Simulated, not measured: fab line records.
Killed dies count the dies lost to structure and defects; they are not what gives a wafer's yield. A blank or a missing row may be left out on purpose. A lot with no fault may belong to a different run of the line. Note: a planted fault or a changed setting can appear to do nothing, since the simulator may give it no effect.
Which tool was responsible? ; flow gf180mcu ; Sampling: 13 lots, 39 wafers, 2 of 602 route steps

## WHAT THE GAUGES READ, wafer by wafer
GF_V5_THK_MEAS_25: measures by xrf. Usual: V5_W_THK 343 nm, standard deviation 4.3.
lot;measured;on;V5_W_THK (nm);flag
L967;day 27 11:29;filmMetro-02;339 345 343;
L969;day 27 23:24;filmMetro-03;340 342 344;
L971;day 28 16:53;filmMetro-03;333 340 337;
L972;day 29 05:07;filmMetro-03;339 340 346;
L974;day 29 14:29;filmMetro-02;333 338 340;
L975;day 29 21:25;filmMetro-03;341 344 340;
L983;day 32 01:40;filmMetro-03;340 338 348;
L984;day 32 11:47;filmMetro-03;340 342 346;
L986;day 32 20:53;filmMetro-04;352 348 345;
L987;day 33 04:38;filmMetro-04;350 345 343;
L988;day 33 09:12;filmMetro-03;343 344 343;
L989;day 33 12:03;filmMetro-03;340 339 345;
L990;day 33 23:14;filmMetro-04;350 345 350;

## WHICH TOOL RAN EACH LOT (tool, then ch and the chambers of the sampled wafers, then the start)
lot;GF_MIM_SPUTTER_02
L967;pvdSputter-01, day 24 17:11
L969;pvdSputter-03, day 25 06:20
L971;pvdSputter-03, day 26 01:56
L972;pvdSputter-02, day 26 11:25
L974;pvdSputter-02, day 27 02:24
L975;pvdSputter-02, day 27 08:34
L983;pvdSputter-03, day 29 17:23
L984;pvdSputter-03, day 30 04:46
L986;pvdSputter-02, day 30 12:56
L987;pvdSputter-02, day 30 22:50
L988;pvdSputter-01, day 31 03:38
L989;pvdSputter-01, day 31 06:13
L990;pvdSputter-01, day 31 19:53
- GF_MIM_SPUTTER_02: material AlCu, target thk 450 nm, time 23.9 s.

## WHAT THE TOOLS THEMSELVES READ (means of the sampled wafers that have a number; where no wafer has one, the mark that the record gives instead)
GF_MIM_SPUTTER_02. Usual: throttleValvePct reads 29.6 % (standard deviation 0.73).
lot;tool;throttleValvePct (%);flag
L967;pvdSputter-01;29.8;
L969;pvdSputter-03;29.8;
L971;pvdSputter-03;29.1;
L972;pvdSputter-02;30.2;
L974;pvdSputter-02;29.6;
L975;pvdSputter-02;29.8;
L983;pvdSputter-03;29.0;
L984;pvdSputter-03;29.9;
L986;pvdSputter-02;30.2;
L987;pvdSputter-02;30.2;
L988;pvdSputter-01;29.0;
L989;pvdSputter-01;29.1;
L990;pvdSputter-01;30.5;

## THE ANSWER, worked out from the rows above alone
Rule: lot off if the mean of its wafers having a number is beyond 3 standard deviations from the usual mean. Also off: a lot with no number at a reading for which 4 or more lots have one. Where the step has rows for the other lots, those lots are counted as sound. First the gauges in route order, then the tools' own readings, where a lot's mean is used as printed above. The first step at which some lot is off is used, and at that step the reading that is off furthest; a lot without a number counts as furthest.
None of the lots is off at any reading shown; this tells nothing.

## WHAT HAD BEEN PUT IN BY THE SIMULATOR
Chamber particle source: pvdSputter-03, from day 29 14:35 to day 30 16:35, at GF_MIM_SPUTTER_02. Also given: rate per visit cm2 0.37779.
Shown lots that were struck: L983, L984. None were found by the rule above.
